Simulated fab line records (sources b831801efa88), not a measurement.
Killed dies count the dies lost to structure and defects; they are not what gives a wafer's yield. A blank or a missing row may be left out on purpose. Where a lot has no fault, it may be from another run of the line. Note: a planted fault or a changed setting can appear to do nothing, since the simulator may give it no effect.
A struck lot beside a sound one :: flow gf180mcu :: 15 steps out of a route of 602
Sound: the wafers L428.2, L428.3, L428.6. Struck: wafers L432.2, L432.4, L432.6. The cause is given at the end.
Each step with rows lists, per side, the tool, then ch with its chambers, then its first start. Under that, the readings that differ: sound wafers :: struck wafers :: difference of the means :: sigmas: that difference in standard deviations of wafers without a fault.
alike: same words and numbers on both sides, and readings whose means sit less than 2 such deviations apart. not compared: any withheld reading, any reading some wafer has no value for, any bound like >300 that may hide the same value, and any number with overlapping values for which the record gives no deviation.
Wherever a step has rows on one side only, a row that says differs or no value, or a row with sigmas, the two part there. Numbers that don't overlap but have no deviation are shown without sigmas and don't part them. A reading that every wafer of one side lacks parts them only if that side has two wafers or more.

GF_MIM_SPUTTER_03: material Ti, target thk 10 nm, time 6.7 s.
  sound on pvd_sputter-03, day 28 02:35; struck on pvd_sputter-03, day 29 01:38
  alike: chamber_pressure_pa, substrate_temp_c, throttle_valve_pct
GF_MIM_SPUTTER_04: material TiN, target thk 50 nm, time 41.7 s.
  sound on pvd_sputter-03, day 28 02:37; struck on pvd_sputter-03, day 29 01:39
  alike: chamber_pressure_pa, throttle_valve_pct
GF_MIM_CVD_05: deposits Si3N4, target thk 42 nm, time 29.086 s.
  sound on pecvd-04 ch 0,1,2, day 28 02:39; struck on pecvd-03 ch 0,1, day 29 01:41
  alike: heater_power_w, susceptor_temp_C
  not compared: since_wet_clean_h
GF_MIM_THK_MEAS_06:
  sound on film_metro-03, day 28 02:41; struck on film_metro-01, day 29 01:44
  alike: MIM_CVD_05_THK
GF_MIM_SPUTTER_07: material TiN, target thk 60 nm, time 50 s.
  sound on pvd_sputter-04, day 28 02:44; struck on pvd_sputter-01, day 29 01:47
  alike: chamber_pressure_pa, throttle_valve_pct
GF_MIM_SPUTTER_08: material AlCu, target thk 200 nm, time 10.6 s.
  sound on pvd_sputter-04, day 28 02:47; struck on pvd_sputter-01, day 29 01:50
  alike: chamber_pressure_pa, throttle_valve_pct
then, 1 step without rows for these wafers: GF_MIM_SPUTTER_09 (material TiN, target thk 35 nm, time 29.2 s).
GF_MIM_RS_MEAS_10: measurement is done with a four-point probe.
  sound on film_metro-02, day 28 02:52; struck on film_metro-02, day 29 01:54
  alike: MIM_ALCU_RS
GF_MIM_THK_MEAS_11: measures by xrf.
  sound on film_metro-02, day 28 02:58; struck on film_metro-02, day 29 02:01
  alike: MIM_ALCU_THK
then, 3 steps without rows for these wafers: GF_MIM_DEHYDRATE_12 (time 60 s); GF_MIM_HMDS_13 (prime time 60 s); GF_MIM_COAT_14 (resist thk 1000 nm).
GF_MIM_SOFTBAKE_15: time 60 s.
  sound on litho_track-03 ch 0, day 28 11:47; struck on litho_track-01 ch 0, day 29 10:42
reading: heater_power_total_W (W)
sound: 56.60 56.58 56.66
struck: 56.07 56.01 55.97
difference: -0.60
sigmas: -14

reading: plate_temp_C (C)
sound: 90.14 90.05 90.06
struck: 89.38 89.28 89.24
difference: -0.78
sigmas: -6
then, 2 steps without rows for these wafers: GF_MIM_EXPOSE_16 (exposes mask FuseTop, target cd 2000 nm); GF_PASSIVATION_PROBE_99.

== WHERE THEY PART ==
GF_MIM_SOFTBAKE_15 only, going by this record.

WHY: whatever the simulator had introduced
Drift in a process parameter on litho_track-01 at GF_MIM_SOFTBAKE_15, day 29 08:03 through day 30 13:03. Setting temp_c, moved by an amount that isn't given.
